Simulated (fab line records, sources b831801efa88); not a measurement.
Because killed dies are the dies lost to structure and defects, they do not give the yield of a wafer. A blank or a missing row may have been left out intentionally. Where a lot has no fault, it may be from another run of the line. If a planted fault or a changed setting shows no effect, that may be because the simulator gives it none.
One fault through the eyes of 2 desks + flow sfq-line + what lay behind the numbers comes last; until then each desk has only its own

AT THE TOOL OWNER'S DESK: rie-metal-04
The tool's own readings at SFQ_TRILAYER_M6_ETCH_METAL_ETCH_162 (etches Nb in Cl2/Ar, stops on SiO2, target depth 240 nm, time 120 s): means of the sampled wafers that have a number, for each lot that ran on this tool. Any lot whose mean is over 4 standard deviations away from the usual mean is out of limits and marked OUT; that distance is given in the brackets.
Columns: A = bias-w at SFQ_TRILAYER_M6_ETCH_METAL_ETCH_162, usual 80.01 W; B = drypump-motor-current-A at SFQ_TRILAYER_M6_ETCH_METAL_ETCH_162, usual 6.0 A; C = oes-product-au at SFQ_TRILAYER_M6_ETCH_METAL_ETCH_162, usual 0.896 a.u.
| lot  | first seen here | A               | B   | C     |
|------|-----------------|-----------------|-----|-------|
| L927 | day 73 13:32    | 80.16           | 5.9 | 0.897 |
| L940 | day 81 16:23    | 79.42           | 6.4 | 0.900 |
| L943 | day 83 00:47    | 79.97           | 5.9 | 0.895 |
| L945 | day 83 16:14    | 97.36 (+69) OUT | 6.2 | 0.891 |
| L947 | day 84 07:57    | 97.41 (+70) OUT | 6.1 | 0.893 |
This desk finds L945, L947 out of limits, L945 being first, at day 83 16:14 (bias-w at SFQ_TRILAYER_M6_ETCH_METAL_ETCH_162). Within limits: L927, L940, L943.

THE METROLOGY DESK
What the gauges read, lot by lot, whatever tool the lot ran on: means of the sampled wafers that have a number. Any lot whose mean is over 4 standard deviations away from the usual mean is out of limits and marked OUT; that distance is given in the brackets.
Columns: A = I5_OVL at SFQ_I5_OVL_MEAS_936, usual 1 nm; B = I6_OVL at SFQ_I6_OVL_MEAS_942, usual 2 nm
| lot  | first seen here | A  | B  |
|------|-----------------|----|----|
| L925 | day 67 06:44    | -1 | 9  |
| L926 | day 67 12:44    | 5  | -2 |
| L927 | day 68 00:52    | 5  | 0  |
| L928 | day 68 12:50    | 2  | -6 |
| L932 | day 70 07:14    | -1 | 13 |
| L935 | day 71 02:26    | 4  | -7 |
| L940 | day 72 09:43    | -1 | 4  |
| L939 | day 72 14:32    | 3  | 6  |
| L942 | day 73 08:38    | 0  | 2  |
| L943 | day 74 11:02    | -4 | 5  |
| L945 | day 75 14:06    | 6  | 6  |
| L946 | day 75 18:30    | -1 | -6 |
| L947 | day 79 22:14    | 0  | 1  |
| L948 | day 79 23:26    | 2  | 1  |
This desk's finding: nothing out of limits on any of the 14 lots.

PUT TOGETHER
The tool owner's desk had the chance to raise an alarm at day 83 16:14 on L945, L947.
At the metrology desk, nothing out of limits was observed.
The metrology desk holds a record of L945, L947, inside its limits.
On rie-metal-04, each named lot ran SFQ_TRILAYER_M6_ETCH_METAL_ETCH_162.

WHAT WAS PUT IN BY THE SIMULATOR
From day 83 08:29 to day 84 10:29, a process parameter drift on rie-metal-04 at SFQ_TRILAYER_M6_ETCH_METAL_ETCH_162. Setting bias-w shifted by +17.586 from 80. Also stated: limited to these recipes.
Lots struck among those shown: L945, L947.
Hours from the fault's start to each desk's first reading out of limits: the tool owner's desk, 8.
